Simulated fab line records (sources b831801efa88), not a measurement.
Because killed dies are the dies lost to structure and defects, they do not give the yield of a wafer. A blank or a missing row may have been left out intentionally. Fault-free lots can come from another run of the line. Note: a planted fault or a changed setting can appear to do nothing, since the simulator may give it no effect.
A struck lot beside a sound one	flow sky130	13 steps out of a route of 708
Sound: the wafers L614.2, L614.3, L614.5. Struck: wafers L624.4, L624.5, L624.6. The cause comes at the end.
At each step with rows: each side's tool, then ch and its chambers, then its first start. Under that, the readings that differ: sound wafers	struck wafers	difference of the means	sigmas: that difference in standard deviations of wafers without a fault.
alike: readings whose means differ by less than 2 such deviations, and words and numbers that are the same on both sides. not compared: withheld readings, readings that some wafer has no value for, bounds like >300 that may hide the same value, and numbers for which the record gives no deviation and whose values overlap.
A row with sigmas, a row that says differs or no value, or rows on one side alone: a step with any of these is where the two part. Numbers that don't overlap but have no deviation are shown without sigmas and don't part them. A reading that every wafer of one side lacks parts them only if that side has two wafers or more.

SKY_NWELL_TW_MEAS_26:
  sound on film-metro-04, day 7 18:08; struck on film-metro-01, day 9 18:24
  alike: NWELL_2_TW
then, 1 step without rows for these wafers: SKY_NWELL_CLEAN_27 (cleans in SC1/SC2, time 150 s).
SKY_NWELL_RTA_28: time 30 s.
  sound on rtp-anneal-02 ch 0, day 7 18:19; struck on rtp-anneal-02 ch 0, day 9 18:32
  alike: lamp-power-pct, ramp-up-c-per-s, wafer_temp_C_max
SKY_NWELL_RS_MEAS_29: measurement is done with a four-point probe.
  sound on film-metro-01, day 7 18:25; struck on film-metro-04, day 9 18:38
  alike: NWELL_RS
SKY_NWELL_RS_MEAS_31: measurement is done with a four-point probe.
  sound on film-metro-01, day 7 18:39; struck on film-metro-04, day 9 18:53
  alike: PWDE_RS
then, 6 steps without rows for these wafers: SKY_VT_ADJUST_HVTP_DEHYDRATE_00 (time 60 s); SKY_VT_ADJUST_HVTP_HMDS_01 (prime time 60 s); SKY_VT_ADJUST_HVTP_COAT_02 (resist thk 1140 nm); SKY_VT_ADJUST_HVTP_SOFTBAKE_03 (time 60 s); SKY_VT_ADJUST_HVTP_EXPOSE_04 (exposes mask HVTPM, target cd 380 nm); SKY_VT_ADJUST_HVTP_PEB_05.
SKY_VT_ADJUST_HVTP_DEVELOP_06: develop time 60 s.
  sound on litho-track-04 ch 0, day 8 14:52; struck on litho-track-01, day 10 17:05
  no value came back on the struck wafers for chill-plate-temp-C (C), develop-time-s (s); on the sound wafers chill-plate-temp-C (C) reads 22.89 23.07 22.96
SKY_VT_ADJUST_HVTP_CD_MEAS_07: the cd target is 380 nm.
  sound on cd-sem-01, day 8 15:01; struck on cd-sem-02, day 10 17:13
reading	sound	struck	difference	sigmas
cd-nm (nm)	378.7 381.6 379.6	- - -	no value on the struck wafers	

WHERE THEY PART
Last at SKY_VT_ADJUST_HVTP_CD_MEAS_07 as far as this record goes, first at SKY_VT_ADJUST_HVTP_DEVELOP_06.

WHY: what the simulator had put in
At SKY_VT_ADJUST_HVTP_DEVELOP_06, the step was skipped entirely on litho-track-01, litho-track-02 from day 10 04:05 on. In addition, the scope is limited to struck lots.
